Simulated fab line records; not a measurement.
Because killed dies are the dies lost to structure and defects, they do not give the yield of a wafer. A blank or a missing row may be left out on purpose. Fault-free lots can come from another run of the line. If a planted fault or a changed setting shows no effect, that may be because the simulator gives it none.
fab line records	flow sfq_line
record lots=14	wafers=42	last_day=91
route steps=325 shown JJ@182 C5@249 I7@298 M8@322
lots that met no fault: taken from a fault-free run of the same line
start_h: the number of hours between the record's first day and the start of the first shown wafer of the lot	wait_h: time in hours since the lot's previous step	" the same as in the row above	L1.1+2: one row covering several wafers at once	- no value present, or no start provided	* or withheld: withheld	< > ~ a bound
route shown NAME@n: NAME is a module with steps in the file, n the number in the route of the first one	usual: mean/standard deviation of fault-free wafers	same: alike in all rows	chamber/n: place in a boat	sites: the reading at each site	_std_site: the standard deviation of these	_edge_site: inner sites' mean taken away from outer sites' mean	radius_mm: for every site, how far away it sits from the centre of the wafer	mask NAME#n: copy n	behind: the most recent tool/chamber to have shaped the wafer	hold: cause of the lot's hold/its duration in hours/its outcome	device: transistor that didn't switch, given as n, p or np	end of line: tests run on the same wafers once the route is complete	a step with no rows: only its recipe	killed: count of dies lost to structure and defects at first sort (not the wafer's yield)	map: per-die view of a wafer (x killed, . not killed, _ where there is no die)
set.NAME: the setting the step ran with; set.NAME@STEP: the setting that earlier step ran with	model.NAME: the simulator's own value behind a step, which no gauge read
a sample of lots followed through the steps of the route, with each step as a table and each wafer as a row
services: when a tool's chamber went out of use (start_h, in hours from the record's first day, below 0 if earlier), for how many hours, and the reason
## steps
# step SFQ_TRILAYER_JJ_TRILAYER_DEP_SPUTTER_112
# recipe material=Nb	base_pressure_pa=1.33e-06	chamber_pressure_pa=0.1333	substrate_temp_c=20	target_thk_nm=170	power_w=2000	time_s=113.3
# usual throttle_valve_pct=30.2/1.1
lot.wafer	tool	chamber	start_h	wait_h	throttle_valve_pct
L126.3	pvd_sputter-03	-	1062.57	0.5	30.6
L126.4	"	-	"	"	31.5
L126.6	"	-	"	"	27.6
L127.2	pvd_sputter-05	-	1073.16	0.5	30.0
L127.3	"	-	"	"	30.4
L127.5	"	-	"	"	31.0
L129.2	pvd_sputter-03	-	1209.01	0.5	30.8
L129.5	"	-	"	"	30.4
L129.6	"	-	"	"	31.5
L130.1	pvd_sputter-03	-	1214.99	0.5	31.6
L130.2	"	-	"	"	30.4
L130.4	"	-	"	"	27.7
L131.1	pvd_sputter-03	-	1221.31	0.5	27.8
L131.3	"	-	"	"	30.7
L131.4	"	-	"	"	31.9
L132.2	pvd_sputter-04	-	1223.71	0.5	31.1
L132.4	"	-	"	"	31.5
L132.5	"	-	"	"	28.9
L133.4	pvd_sputter-05	-	1235.71	0.5	30.2
L133.5	"	-	"	"	30.1
L133.6	"	-	"	"	30.3
L134.3	pvd_sputter-05	-	1260.95	0.5	30.5
L134.4	"	-	"	"	30.2
L134.6	"	-	"	"	30.5
L137.2	pvd_sputter-04	-	1303.29	0.5	31.3
L137.5	"	-	"	"	31.5
L137.6	"	-	"	"	29.0
L138.2	pvd_sputter-04	-	1309.16	0.5	31.1
L138.3	"	-	"	"	31.0
L138.6	"	-	"	"	29.0
L140.1	pvd_sputter-04	-	1333.16	0.5	31.3
L140.3	"	-	"	"	29.2
L140.4	"	-	"	"	31.0
L144.2	pvd_sputter-03	-	1369.76	0.5	30.7
L144.4	"	-	"	"	30.5
L144.5	"	-	"	"	27.8
L145.1	pvd_sputter-05	-	1371.56	0.5	30.2
L145.4	"	-	"	"	30.5
L145.5	"	-	"	"	30.3
L149.1	pvd_sputter-03	-	1525.05	0.5	28.0
L149.3	"	-	"	"	30.3
L149.5	"	-	"	"	28.1
# step SFQ_JJ_RS_MEAS_929
# recipe thk_meas_gauge=four-point-probe	reads=Nb_of_TRILAYER_JJ_TRILAYER_DEP_SPUTTER_112
# usual JJ_NB_RS=1.049/0.012
lot.wafer	tool	chamber	start_h	wait_h	JJ_NB_RS[ohm/sq]
L126.3	film_metro-04	-	1062.69	0.1	1.026
L126.4	"	-	"	"	1.020
L126.6	"	-	"	"	1.018
L127.2	film_metro-04	-	1073.26	0.1	1.093
L127.3	"	-	"	"	1.079
L127.5	"	-	"	"	1.072
L129.2	film_metro-04	-	1209.11	0.1	1.059
L129.5	"	-	"	"	1.053
L129.6	"	-	"	"	1.056
L130.1	film_metro-03	-	1215.07	0.0	1.044
L130.2	"	-	"	"	1.048
L130.4	"	-	"	"	1.043
L131.1	film_metro-03	-	1221.39	0.0	1.034
L131.3	"	-	"	"	1.041
L131.4	"	-	"	"	1.045
L132.2	film_metro-03	-	1223.81	0.1	1.047
L132.4	"	-	"	"	1.038
L132.5	"	-	"	"	1.038
L133.4	film_metro-04	-	1235.85	0.1	1.043
L133.5	"	-	"	"	1.055
L133.6	"	-	"	"	1.049
L134.3	film_metro-03	-	1261.07	0.1	1.044
L134.4	"	-	"	"	1.047
L134.6	"	-	"	"	1.044
L137.2	film_metro-03	-	1303.39	0.1	1.038
L137.5	"	-	"	"	1.039
L137.6	"	-	"	"	1.041
L138.2	film_metro-03	-	1309.26	0.1	1.033
L138.3	"	-	"	"	1.233
L138.6	"	-	"	"	1.039
L140.1	film_metro-04	-	1333.24	0.0	1.065
L140.3	"	-	"	"	1.053
L140.4	"	-	"	"	1.243
L144.2	film_metro-03	-	1369.86	0.1	1.037
L144.4	"	-	"	"	1.045
L144.5	"	-	"	"	1.038
L145.1	film_metro-04	-	1371.64	0.0	1.056
L145.4	"	-	"	"	1.055
L145.5	"	-	"	"	1.058
L149.1	film_metro-04	-	1525.13	0.0	1.041
L149.3	"	-	"	"	1.052
L149.5	"	-	"	"	1.042
# step SFQ_TRILAYER_JJ_CE_ETCH_RIE_118
# recipe target=Nb	stop_on=Al2O3	mask_material=PR	taper_deg=13.257	over_etch_frac=0.15	time_s=97.7	chemistry=SF6	target_depth_nm=170	icp_w=600	bias_w=80	pressure_mtorr=10
# usual drypump_motor_current_A=5.7/0.46	oes_product_au=0.989/0.0064	rf_fwd_power_W=596.9/2
lot.wafer	tool	chamber	start_h	wait_h	drypump_motor_current_A	oes_product_au	rf_fwd_power_W	rf_hours_counter_h
L126.3	rie_metal-02	0	1194.22	0.1	6.3	0.974	595.1	-
L126.4	"	1	"	"	5.4	0.999	597.8	-
L126.6	"	0	"	"	6.3	0.994	595.9	-
L127.2	rie_metal-02	1	1199.99	0.1	5.4	0.985	598.8	105
L127.3	"	1	"	"	5.4	0.990	595.7	-
L127.5	"	1	"	"	5.4	0.986	597.7	-
L129.2	rie_metal-04	0	1212.85	0.1	5.1	0.987	595.6	71
L129.5	"	0	"	"	5.1	0.988	595.9	-
L129.6	"	1	"	"	5.9	0.987	596.7	-
L130.1	rie_metal-04	0	1224.22	0.2	5.1	0.984	598.1	74
L130.2	"	0	"	"	5.1	0.989	599.7	-
L130.4	"	0	"	"	5.1	0.998	597.3	-
L131.1	rie_metal-04	0	1226.62	0.2	5.1	0.998	596.4	74
L131.3	"	0	"	"	5.1	0.996	594.4	-
L131.4	"	0	"	"	5.1	0.980	593.0	-
L132.2	rie_metal-04	0	1229.06	0.2	5.1	0.986	597.7	-
L132.4	"	0	"	"	5.1	0.987	594.3	-
L132.5	"	0	"	"	5.1	0.985	595.7	-
L133.4	rie_metal-02	1	1240.97	0.1	5.5	0.980	596.4	-
L133.5	"	0	"	"	6.3	0.980	596.1	-
L133.6	"	1	"	"	5.4	0.989	597.0	-
L134.3	rie_metal-04	0	1264.95	0.1	5.1	0.995	595.3	-
L134.4	"	1	"	"	5.8	0.992	594.1	-
L134.6	"	0	"	"	5.1	0.996	593.6	-
L137.2	rie_metal-04	0	1307.13	0.1	5.1	0.993	595.4	87
L137.5	"	1	"	"	5.8	0.998	596.7	-
L137.6	"	0	"	"	5.1	0.991	594.8	-
L138.2	rie_metal-02	0	1313.29	0.1	6.3	0.992	594.1	116
L138.3	"	1	"	"	5.4	0.918	597.8	-
L138.6	"	0	"	"	6.3	0.990	594.1	-
L140.1	rie_metal-02	0	1337.91	0.1	6.2	0.981	598.3	119
L140.3	"	1	"	"	5.5	0.985	596.7	-
L140.4	"	0	"	"	6.3	0.909	596.3	-
L144.2	rie_metal-03	1	1373.60	0.1	6.0	0.991	593.9	22
L144.4	"	0	"	"	6.1	0.991	593.9	-
L144.5	"	0	"	"	6.1	1.001	596.3	-
L145.1	rie_metal-03	0	1376.00	0.1	6.1	0.999	596.9	80
L145.4	"	1	"	"	6.0	0.994	598.2	-
L145.5	"	1	"	"	6.0	0.993	598.9	-
L149.1	rie_metal-04	1	1528.99	0.1	5.8	1.002	599.1	42
L149.3	"	0	"	"	5.1	0.992	595.6	-
L149.5	"	0	"	"	5.1	0.988	598.0	-
# step SFQ_TRILAYER_C5_STRIP_STRIP_155
# recipe gas=O2	power_w=200	platen_temp_c=40	overash_fraction=0.65	chemistry=O2	pressure_mtorr=50
# usual drypump_motor_current_A=5.8/0.4	oes_product_au=1.000/0.0074
lot.wafer	tool	chamber	start_h	wait_h	drypump_motor_current_A	oes_product_au	rf_hours_counter_h
L126.3	rie_metal-02	1	1574.46	-	5.4	0.989	-
L126.4	"	0	"	"	6.3	0.988	-
L126.6	"	1	"	"	5.4	0.986	-
L127.2	rie_metal-04	1	1576.66	-	5.9	1.001	50
L127.3	"	1	"	"	5.9	1.011	-
L127.5	"	1	"	"	5.9	1.003	-
L129.2	rie_metal-03	0	1596.33	-	6.1	1.011	113
L129.5	"	0	"	"	6.1	1.011	-
L129.6	"	1	"	"	6.0	1.004	-
L130.1	rie_metal-03	0	1605.93	-	6.1	1.008	114
L130.2	"	1	"	"	6.0	1.003	56
L130.4	"	0	"	"	6.1	1.009	-
L131.1	rie_metal-03	1	1609.65	-	6.0	1.004	57
L131.3	"	0	"	"	6.1	1.009	-
L131.4	"	1	"	"	6.0	1.001	-
L132.2	rie_metal-04	1	1616.85	-	5.8	1.001	54
L132.4	"	1	"	"	5.8	1.002	-
L132.5	"	1	"	"	5.8	1.001	-
L133.4	rie_metal-04	1	1620.85	-	5.8	0.993	-
L133.5	"	1	"	"	5.9	1.003	-
L133.6	"	0	"	"	5.1	1.001	-
L134.3	rie_metal-04	1	1643.65	-	5.9	1.004	-
L134.4	"	0	"	"	5.1	0.996	-
L134.6	"	1	"	"	5.9	1.006	-
L137.2	rie_metal-04	1	1666.60	-	5.8	1.002	-
L137.5	"	1	"	"	5.8	0.996	-
L137.6	"	1	"	"	5.8	0.998	-
L138.2	rie_metal-04	1	1678.40	-	5.8	0.997	65
L138.3	"	0	"	"	5.1	1.001	-
L138.6	"	0	"	"	5.1	1.004	-
L140.1	rie_metal-03	0	1701.64	-	6.1	1.003	127
L140.3	"	0	"	"	6.1	1.005	-
L140.4	"	1	"	"	6.0	0.996	-
L144.2	rie_metal-04	1	1738.84	-	5.8	1.002	72
L144.4	"	0	"	"	5.1	1.001	-
L144.5	"	0	"	"	5.1	1.013	-
L145.1	rie_metal-02	0	1741.37	-	6.3	1.003	37
L145.4	"	1	"	"	5.4	1.005	-
L145.5	"	0	"	"	6.3	1.001	-
L149.1	rie_metal-04	0	1771.37	-	5.1	1.003	12
L149.3	"	0	"	"	5.0	1.009	-
L149.5	"	1	"	"	5.8	1.001	-
# step SFQ_I7_BOW_MEAS_946
# recipe mode=bow
# usual I7_BOW=8/10
lot.wafer	tool	chamber	start_h	wait_h	I7_BOW[um]
L126.3	film_metro-04	-	1907.31	1.0	9
L126.4	"	-	"	"	25
L126.6	"	-	"	"	15
L127.2	film_metro-03	-	1910.29	1.0	-3
L127.3	"	-	"	"	-11
L127.5	"	-	"	"	1
L129.2	film_metro-02	-	1928.52	1.0	1
L129.5	"	-	"	"	11
L129.6	"	-	"	"	10
L130.1	film_metro-03	-	1930.86	2.5	3
L130.2	"	-	"	"	2
L130.4	"	-	"	"	7
L131.1	film_metro-04	-	1932.60	1.0	16
L131.3	"	-	"	"	15
L131.4	"	-	"	"	6
L132.2	film_metro-02	-	1937.42	2.5	7
L132.4	"	-	"	"	17
L132.5	"	-	"	"	14
L133.4	film_metro-03	-	1945.31	2.6	23
L133.5	"	-	"	"	24
L133.6	"	-	"	"	14
L134.3	film_metro-04	-	1978.52	2.5	3
L134.4	"	-	"	"	11
L134.6	"	-	"	"	20
L137.2	film_metro-04	-	2008.50	1.5	12
L137.5	"	-	"	"	6
L137.6	"	-	"	"	6
L138.2	film_metro-03	-	2017.50	2.5	19
L138.3	"	-	"	"	14
L138.6	"	-	"	"	11
L140.1	film_metro-03	-	2029.48	2.5	5
L140.3	"	-	"	"	3
L140.4	"	-	"	"	-4
L144.2	film_metro-04	-	2065.72	1.5	9
L144.4	"	-	"	"	0
L144.5	"	-	"	"	-4
L145.1	film_metro-04	-	2068.70	2.5	1
L145.4	"	-	"	"	0
L145.5	"	-	"	"	7
L149.1	film_metro-04	-	2092.66	1.0	10
L149.3	"	-	"	"	7
L149.5	"	-	"	"	5
# step SFQ_M8_RS_MEAS_949
# recipe thk_meas_gauge=four-point-probe	reads=Au_of_TRILAYER_M8_DEP_EVAP_196+Pt_of_TRILAYER_M8_DEP_EVAP_198+Ti_of_TRILAYER_M8_DEP_EVAP_197
# usual M8_AU_RS=0.1526/0.0015
lot.wafer	tool	chamber	start_h	wait_h	M8_AU_RS[ohm/sq]
L126.3	film_metro-03	-	2008.31	0.3	0.1545
L126.4	"	-	"	"	0.1544
L126.6	"	-	"	"	0.1536
L127.2	film_metro-02	-	2065.38	0.3	0.1521
L127.3	"	-	"	"	0.1535
L127.5	"	-	"	"	0.1525
L129.2	film_metro-01	-	2068.98	0.3	0.1510
L129.5	"	-	"	"	0.1526
L129.6	"	-	"	"	0.1528
L130.1	film_metro-02	-	2070.16	0.3	0.1544
L130.2	"	-	"	"	0.1559
L130.4	"	-	"	"	0.1544
L131.1	film_metro-02	-	2071.36	0.3	0.1501
L131.3	"	-	"	"	0.1515
L131.4	"	-	"	"	0.1513
L132.2	film_metro-03	-	2076.81	0.3	0.1542
L132.4	"	-	"	"	0.1534
L132.5	"	-	"	"	0.1529
L133.4	film_metro-01	-	2078.05	0.3	0.1533
L133.5	"	-	"	"	0.1550
L133.6	"	-	"	"	0.1532
L134.3	film_metro-02	-	2080.43	0.3	0.1504
L134.4	"	-	"	"	0.1509
L134.6	"	-	"	"	0.1517
L137.2	film_metro-01	-	2103.53	0.3	0.1524
L137.5	"	-	"	"	0.1531
L137.6	"	-	"	"	0.1520
L138.2	film_metro-03	-	2111.43	0.3	0.1532
L138.3	"	-	"	"	0.1560
L138.6	"	-	"	"	0.1570
L140.1	film_metro-01	-	2129.25	0.3	0.1530
L140.3	"	-	"	"	0.1539
L140.4	"	-	"	"	0.1549
L144.2	film_metro-01	-	2154.89	0.3	0.1522
L144.4	"	-	"	"	0.1527
L144.5	"	-	"	"	0.1528
L145.1	film_metro-03	-	2159.67	0.3	0.1497
L145.4	"	-	"	"	0.1520
L145.5	"	-	"	"	0.1504
L149.1	film_metro-01	-	2178.87	0.3	0.1520
L149.3	"	-	"	"	0.1523
L149.5	"	-	"	"	0.1508
## services
tool	chamber	start_h	hours	kind
pvd_sputter-05	-	1046.92	1.5	repair
pvd_sputter-05	-	1058.64	5.4	repair
rie_metal-04	0	1063.00	20.2	repair
pvd_sputter-03	-	1165.81	2.9	repair
rie_metal-03	-	1182.65	0.5	repair
rie_metal-02	-	1189.74	2.8	pm
pvd_sputter-03	-	1191.40	0.7	repair
rie_metal-02	-	1219.29	0.8	repair
rie_metal-03	-	1268.64	2.8	pm
rie_metal-02	-	1295.42	1.4	pm
rie_metal-04	-	1353.39	2.8	pm
rie_metal-02	1	1397.02	29.0	repair
rie_metal-03	-	1412.31	1.1	repair
pvd_sputter-03	-	1432.03	1.3	repair
pvd_sputter-03	-	1452.75	2.8	repair
rie_metal-03	1	1486.83	5.3	repair
pvd_sputter-03	-	1544.49	0.7	repair
rie_metal-04	-	1637.14	1.4	pm
rie_metal-02	-	1660.30	4.0	pm
rie_metal-03	-	1677.87	1.1	repair
rie_metal-03	0	1702.70	10.2	repair
pvd_sputter-03	-	1740.67	0.6	repair
rie_metal-03	-	1745.96	0.5	repair
rie_metal-04	1	1764.57	5.7	repair
## key
first_sign step=SFQ_JJ_RS_MEAS_929	reading=JJ_NB_RS	direction=up	sigmas=16	usual=1.049	struck=1.238
effect step=SFQ_TRILAYER_JJ_CE_ETCH_RIE_118	reading=oes_product_au	direction=down	sigmas=12	usual=0.989	struck=0.914
met_at SFQ_TRILAYER_JJ_TRILAYER_DEP_SPUTTER_112
struck_lots L138,L140
struck_wafers L138.3,L140.4
not_acting_at SFQ_TRILAYER_C5_STRIP_STRIP_155,SFQ_I7_BOW_MEAS_946,SFQ_M8_RS_MEAS_949
onset_between 1223.71 1309.16
fault kind=site_profile_drift	tool=pvd_sputter-04	chamber=-	onset_h=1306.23	steps=SFQ_TRILAYER_JJ_TRILAYER_DEP_SPUTTER_112	basis=fraction	max_abs_drift=0.28623	slope_share_per_hr=63.606	site_pattern=0,0,0,0,0,-1,-1,-1,-1	scope=struck_wafers_only
